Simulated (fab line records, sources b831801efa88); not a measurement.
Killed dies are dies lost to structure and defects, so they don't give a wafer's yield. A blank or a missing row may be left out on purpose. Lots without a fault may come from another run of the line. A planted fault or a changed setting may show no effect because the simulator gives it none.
Chamber matching | flow sfq_line | SFQ_TRILAYER_A5B_CMP_CMP_130 on cmp-01: 4 sister chambers
The step polishes, stops on Nb, target thk 340.7 nm. 8 wafers are shown with their chamber, then 8 later ones without.

WAFERS WITH THEIR CHAMBER
wafer  | chamber | motor_current_A (A)
L305.5 | 3       | 10.6
L305.6 | 0       | 11.1
L307.2 | 1       | 10.6
L307.1 | 3       | 9.9
L308.4 | 2       | 10.9
L308.1 | 0       | 11.1
L308.3 | 1       | 10.4
L309.2 | 2       | 10.7

WAFERS WITHOUT THEIR CHAMBER
wafer  | motor_current_A (A)
L309.4 | 9.5
L309.6 | 11.4
L310.4 | 10.8
L310.3 | 11.1
L310.5 | 10.6
L313.1 | 10.0
L313.2 | 11.0
L313.6 | 10.5

WHICH CHAMBER EACH WENT THROUGH
wafer  | from the rows above               | in truth
L309.4 | can't be placed: 3 or 1           | 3
L309.6 | can't be placed: 0 or 2           | 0
L310.4 | can't be placed: 2 or 0 or 1      | 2
L310.3 | can't be placed: 0 or 2           | 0
L310.5 | can't be placed: 1 or 2 or 3 or 0 | 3
L313.1 | can't be placed: 3 or 1           | 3
L313.2 | can't be placed: 0 or 2 or 1      | 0
L313.6 | can't be placed: 1 or 3 or 2      | 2
Placed correctly: 0 of 8. Can't be placed from these rows: 8 (the true chamber is among the candidates in 8). Placed wrongly: 0.
How it was worked out, from the rows above alone: a wafer's distance from a chamber is the root of the sum, over the readings, of the square of ((its reading less the chamber's mean) divided by the reading's scatter). The wafer belongs to the nearest chamber; if the next one is less than 2 further off, it can't be placed. A chamber's mean is the mean of its shown wafers. The scatter: the root of (the sum of the squares of (reading less its chamber's mean) over the shown wafers, divided by (wafers less chambers)).
